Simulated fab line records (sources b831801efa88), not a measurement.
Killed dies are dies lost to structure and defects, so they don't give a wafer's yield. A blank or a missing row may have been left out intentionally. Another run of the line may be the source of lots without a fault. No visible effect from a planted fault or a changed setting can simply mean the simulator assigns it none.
One fault through the eyes of 2 desks ; flow sky130 ; what lay behind the numbers comes last; until then each desk has only its own

## DESK OF THE TOOL OWNER: litho-track-01
The tool's own readings at SKY_POLY_GATE_DEVELOP_12 (develop time 60 s): means of the sampled wafers that have a number, for each lot that ran on this tool. Marked OUT: a lot whose mean sits more than 4 standard deviations from the usual mean, which makes it out of limits; the brackets give that distance.
Columns: A = chill-plate-temp-C at SKY_POLY_GATE_DEVELOP_12, usual 23.00 C
lot;first seen here;A
L328;day 16 14:00;22.97
L338;day 20 16:00;23.04
This desk found nothing out of limits on any of the 2 lots.

## THE METROLOGY DESK
Means of the sampled wafers that have a number, per lot and without regard to the tool the lot ran on: this is what the gauges read. Marked OUT: a lot whose mean sits more than 4 standard deviations from the usual mean, which makes it out of limits; the brackets give that distance.
Columns: A = VT_ADJUST_LVTN_2_TW at SKY_VT_ADJUST_LVTN_TW_MEAS_21, usual 188.8; B = LDD_N_TW at SKY_LDD_N_TW_MEAS_17, usual 2596
lot;first seen here;A;B
L328;day 7 22:51;189.1;2586
L330;day 9 02:02;187.0;2554
L332;day 9 05:47;190.5;2556
L333;day 9 19:04;186.9;2574
L334;day 10 10:19;186.8;2629
L335;day 10 13:08;188.4;2590
L338;day 11 01:18;189.5;2599
L341;day 11 11:01;186.3;2628
L346;day 13 05:56;187.0;-
L348;day 13 11:58;191.5;2567
L347;day 13 12:38;188.7;-
L349;day 13 18:08;191.5;2572
L350;day 13 20:50;191.6;2608
L351;day 14 08:52;187.6;2585
This desk found nothing out of limits on any of the 14 lots.

## ALL TOGETHER
The desk of the tool owner found nothing out of limits.
Metrology desk: nothing out of limits seen.

## WHAT THE SIMULATOR HAD INSERTED
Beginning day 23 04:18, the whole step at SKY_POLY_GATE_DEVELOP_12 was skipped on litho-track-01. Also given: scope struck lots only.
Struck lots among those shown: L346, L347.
